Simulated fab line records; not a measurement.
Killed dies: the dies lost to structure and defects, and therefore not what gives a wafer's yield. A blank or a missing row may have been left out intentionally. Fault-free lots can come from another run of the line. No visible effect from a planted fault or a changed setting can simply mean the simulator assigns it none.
The tool behind it: which one? | flow gf180mcu | 13 lots with 39 wafers sampled at 5 steps, on a route of 602 steps

== WHAT EACH GAUGE READ, for each wafer ==
GF_DUAL_GATE_OVL_MEAS_11.
lot  | measured     | on         | DUAL_GATE_OVL (nm)
L363 | day 9 00:43  | overlay-01 | 2.2 2.3 3.1
L368 | day 10 09:19 | overlay-02 | -0.8 -0.3 -0.6
L369 | day 10 18:39 | overlay-01 | 0.8 -0.5 -1.2
L370 | day 11 00:09 | overlay-02 | 1.3 1.3 1.8
L371 | day 11 08:13 | overlay-02 | 0.3 0.4 1.4
L375 | day 12 11:04 | overlay-01 | -1.7 -1.2 -1.2
L376 | day 12 17:45 | overlay-02 | -0.2 0.8 1.5
L379 | day 13 14:22 | overlay-01 | 2.7 2.5 0.6
L380 | day 13 20:04 | overlay-02 | 1.3 0.8 1.8
L381 | day 14 07:16 | overlay-01 | 2.0 2.2 3.4
L382 | day 14 12:12 | overlay-01 | -3.0 -1.7 -0.5
L383 | day 14 16:02 | overlay-01 | 0.0 -0.4 0.7
L384 | day 15 00:31 | overlay-01 | 1.1 0.4 0.1

GF_HV_LDD_OVL_MEAS_20.
lot  | measured     | on         | HV_LDD_01_OVL (nm)
L363 | day 11 11:37 | overlay-02 | 1.9 0.2 0.7
L368 | day 13 02:37 | overlay-02 | 1.1 0.2 0.1
L369 | day 13 09:39 | overlay-01 | -0.2 -0.3 0.6
L370 | day 13 18:32 | overlay-01 | 0.5 -0.1 -1.4
L371 | day 14 01:29 | overlay-02 | 1.3 2.7 3.2
L375 | day 15 07:01 | overlay-02 | 0.4 -0.5 0.0
L376 | day 15 15:56 | overlay-02 | 0.9 2.0 0.7
L379 | day 16 15:31 | overlay-02 | -2.4 -2.2 -2.2
L380 | day 16 18:43 | overlay-02 | 1.4 0.6 1.0
L381 | day 17 05:11 | overlay-01 | 0.2 -0.6 -0.2
L382 | day 17 08:37 | overlay-01 | 0.5 0.2 -2.1
L383 | day 17 12:28 | overlay-01 | 0.2 0.6 -1.3
L384 | day 18 00:34 | overlay-02 | 0.7 -0.1 1.0

GF_HV_LDD_THK_MEAS_55.
lot  | measured     | on            | HV_LDD_CVD_54_THK (nm)
L363 | day 13 05:04 | film_metro-01 | 10.03 10.11 9.94
L368 | day 14 22:36 | film_metro-04 | 19.52 19.42 19.39
L369 | day 15 04:44 | film_metro-01 | 19.41 19.58 19.54
L370 | day 15 17:14 | film_metro-04 | 19.51 19.36 19.47
L371 | day 15 22:53 | film_metro-03 | 10.18 10.22 10.07
L375 | day 17 04:13 | film_metro-04 | 10.15 10.08 10.17
L376 | day 17 13:17 | film_metro-01 | 9.98 10.02 9.86
L379 | day 18 12:56 | film_metro-04 | 10.09 10.16 10.14
L380 | day 18 17:37 | film_metro-03 | 10.11 10.07 10.10
L381 | day 19 06:28 | film_metro-03 | 9.92 10.13 10.10
L382 | day 19 09:32 | film_metro-01 | 10.03 9.94 10.00
L383 | day 19 13:13 | film_metro-01 | 10.29 10.43 10.32
L384 | day 20 02:47 | film_metro-04 | 10.23 10.19 10.04

== TOOL THAT RAN EACH LOT (tool first, then ch and the chambers of the sampled wafers, then the start) ==
lot  | GF_HV_LDD_RTA_52                 | GF_HV_LDD_CVD_54
L363 | rtp_anneal-01 ch 0, day 13 03:52 | lpcvd-02 ch 1, day 13 04:02
L368 | rtp_anneal-01 ch 0, day 14 21:05 | lpcvd-02 ch 1, day 14 21:34
L369 | rtp_anneal-01 ch 0, day 15 03:01 | lpcvd-02 ch 1, day 15 03:12
L370 | rtp_anneal-01 ch 0, day 15 16:02 | lpcvd-02 ch 1, day 15 16:11
L371 | rtp_anneal-02 ch 0, day 15 21:41 | lpcvd-01 ch 0, day 15 21:50
L375 | rtp_anneal-01 ch 0, day 17 03:01 | lpcvd-01 ch 1, day 17 03:11
L376 | rtp_anneal-01 ch 0, day 17 12:05 | lpcvd-01 ch 1, day 17 12:15
L379 | rtp_anneal-01 ch 0, day 18 11:44 | lpcvd-01 ch 0, day 18 11:54
L380 | rtp_anneal-02 ch 0, day 18 15:55 | lpcvd-02 ch 0, day 18 16:05
L381 | rtp_anneal-01 ch 0, day 19 05:15 | lpcvd-01 ch 1, day 19 05:24
L382 | rtp_anneal-01 ch 0, day 19 08:19 | lpcvd-01 ch 1, day 19 08:30
L383 | rtp_anneal-01 ch 0, day 19 12:01 | lpcvd-02 ch 0, day 19 12:12
L384 | rtp_anneal-02 ch 0, day 20 01:35 | lpcvd-01 ch 0, day 20 01:45
- GF_HV_LDD_RTA_52: time 10 s.
- GF_HV_LDD_CVD_54: deposits SiO2 from TEOS, target thk 10 nm, time 75 s.

== WHAT THE TOOLS THEMSELVES READ (means of the sampled wafers that have a number; where no wafer has one, the mark that the record gives instead) ==
GF_HV_LDD_RTA_52.
lot  | tool          | lamp_power_pct (%) | wafer_temp_C_max
L363 | rtp_anneal-01 | 30.8               | 1005.1
L368 | rtp_anneal-01 | 30.8               | 1005.9
L369 | rtp_anneal-01 | 30.8               | 1005.2
L370 | rtp_anneal-01 | 30.8               | 1004.9
L371 | rtp_anneal-02 | 26.8               | 1007.5
L375 | rtp_anneal-01 | 30.8               | 1005.6
L376 | rtp_anneal-01 | 30.8               | 1005.7
L379 | rtp_anneal-01 | 30.8               | 1005.1
L380 | rtp_anneal-02 | 26.8               | 1007.2
L381 | rtp_anneal-01 | 30.8               | 1005.8
L382 | rtp_anneal-01 | 30.8               | 1004.8
L383 | rtp_anneal-01 | 30.8               | 1005.8
L384 | rtp_anneal-02 | 26.8               | 1007.9

GF_HV_LDD_CVD_54.
lot  | tool     | spike_tc_bottom_C (C) | spike_tc_centre_C (C) | spike_tc_lower_C (C) | spike_tc_top_C (C) | spike_tc_upper_C (C) | susceptor_temp_C (C) | zone_power_centre_pct (%)
L363 | lpcvd-02 | 698.5                 | 680.8                 | 679.0                | 696.6              | 680.2                | 679.9                | 10.65
L368 | lpcvd-02 | 726.5                 | 709.3                 | 708.8                | 725.1              | 709.2                | 708.4                | 11.46
L369 | lpcvd-02 | 725.2                 | 709.8                 | 707.0                | 726.1              | 707.5                | 708.2                | 11.51
L370 | lpcvd-02 | 726.8                 | 708.8                 | 707.2                | 725.2              | 709.0                | 708.4                | 11.45
L371 | lpcvd-01 | 702.6                 | 681.2                 | 678.8                | 697.0              | 679.1                | 680.0                | 10.43
L375 | lpcvd-01 | 700.6                 | 680.5                 | 679.3                | 698.5              | 679.9                | 679.7                | 10.45
L376 | lpcvd-01 | 701.5                 | 679.9                 | 678.2                | 699.1              | 679.4                | 679.9                | 10.44
L379 | lpcvd-01 | 701.9                 | 680.5                 | 678.8                | 697.7              | 679.3                | 679.7                | 10.56
L380 | lpcvd-02 | 699.2                 | 681.2                 | 679.6                | 692.7              | 678.9                | 679.7                | 10.35
L381 | lpcvd-01 | 700.8                 | 680.3                 | 679.5                | 700.0              | 680.1                | 680.1                | 10.60
L382 | lpcvd-01 | 701.4                 | 680.0                 | 679.6                | 699.9              | 679.9                | 680.1                | 10.54
L383 | lpcvd-02 | 700.9                 | 681.5                 | 678.6                | 692.5              | 678.7                | 679.8                | 10.46
L384 | lpcvd-01 | 702.1                 | 680.5                 | 678.1                | 697.8              | 678.2                | 680.0                | 10.47

== THE ANSWER, worked out from the rows above alone ==
Rule: the lots themselves supply what counts as usual. The widest of any qualifying gaps counts: lots, ordered by their means at a reading, are off when they make up no more than a third of the lots, leave a main group of 4 or more, and stand apart from it by 3 or more times the standard deviation of that group's means. A main group is skipped when, at the precision printed for the reading in the tables above, its means are all equal. A lot without any number at a reading at which 4 lots or more have one is off too. The other lots that the step has rows for count as sound. After the gauges, taken in route order, come the tools' own readings; for these a lot's mean is taken, as printed above. At the first step where some lot is off, the reading lying furthest off is the one used; lots without a number count as furthest.
Off: at GF_HV_LDD_THK_MEAS_55 (HV_LDD_CVD_54_THK), L368, L369, L370. For the main group the mean is 10.10 nm and the standard deviation 0.11.
If a tool, at a process step before that reading, ran all the lots that are off and no sound lot after the first of them, it fits. The gauges at GF_HV_LDD_THK_MEAS_55 aren't tried: what is off there is off at GF_HV_LDD_CVD_54 too, on other tools, and a gauge's error can't cause that. No candidate that was tried fits.

== WHAT THE SIMULATOR HAD PUT IN ==
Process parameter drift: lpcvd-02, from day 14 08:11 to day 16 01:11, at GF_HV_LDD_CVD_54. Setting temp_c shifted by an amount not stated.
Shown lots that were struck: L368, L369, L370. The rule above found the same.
